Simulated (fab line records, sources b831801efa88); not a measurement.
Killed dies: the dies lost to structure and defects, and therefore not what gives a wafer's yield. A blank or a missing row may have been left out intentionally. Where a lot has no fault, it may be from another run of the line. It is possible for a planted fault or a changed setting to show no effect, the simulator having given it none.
Matching of chambers :: flow gf180mcu :: 4 sister chambers for GF_V1_CMP_26 on cmp-01
The step polishes, stops on SiO2, t overpolish 15 s, target thk 0 nm. 4 wafers are shown with their chamber, then 7 later ones without.

## WAFERS PAIRED WITH THEIR CHAMBERS
wafer: L189.5
chamber: 0
motor-current-A (A): 13.3

wafer: L189.6
chamber: 3
motor-current-A (A): 11.5

wafer: L190.1
chamber: 2
motor-current-A (A): 11.5

wafer: L190.4
chamber: 1
motor-current-A (A): 11.6

## WAFERS WHOSE CHAMBER IS MISSING
wafer: L190.6
motor-current-A (A): 11.7

wafer: L191.1
motor-current-A (A): 12.2

wafer: L191.2
motor-current-A (A): 11.6

wafer: L191.6
motor-current-A (A): 13.4

wafer: L192.2
motor-current-A (A): 11.3

wafer: L192.3
motor-current-A (A): 11.1

wafer: L192.4
motor-current-A (A): 12.2

## THE CHAMBER EACH PASSED THROUGH
wafer: L190.6
from the rows above: can't be placed: 1 or 2 or 3
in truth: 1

wafer: L191.1
from the rows above: can't be placed: 1 or 2 or 3 or 0
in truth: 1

wafer: L191.2
from the rows above: can't be placed: 1 or 2 or 3
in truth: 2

wafer: L191.6
from the rows above: 0
in truth: 0

wafer: L192.2
from the rows above: can't be placed: 2 or 3 or 1
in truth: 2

wafer: L192.3
from the rows above: can't be placed: 2 or 3 or 1
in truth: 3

wafer: L192.4
from the rows above: can't be placed: 1 or 2 or 3 or 0
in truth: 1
Correct placement for 1 of the 7. Unplaceable from these rows: 6, with the true chamber sitting among the candidates in 6. 0 placed wrongly.
How it was worked out, from the rows above alone: a wafer's distance from a chamber is the root of the sum, over the readings, of the square of ((its reading less the chamber's mean) divided by the reading's scatter). If the next closest chamber is less than 2 further off than the closest, the wafer can't be placed; otherwise it belongs to the closest. A chamber's mean is the mean of its shown wafers. The scatter: with one shown wafer a chamber, the root of the mean of the squares of how far each hidden wafer lies from its nearest shown one.
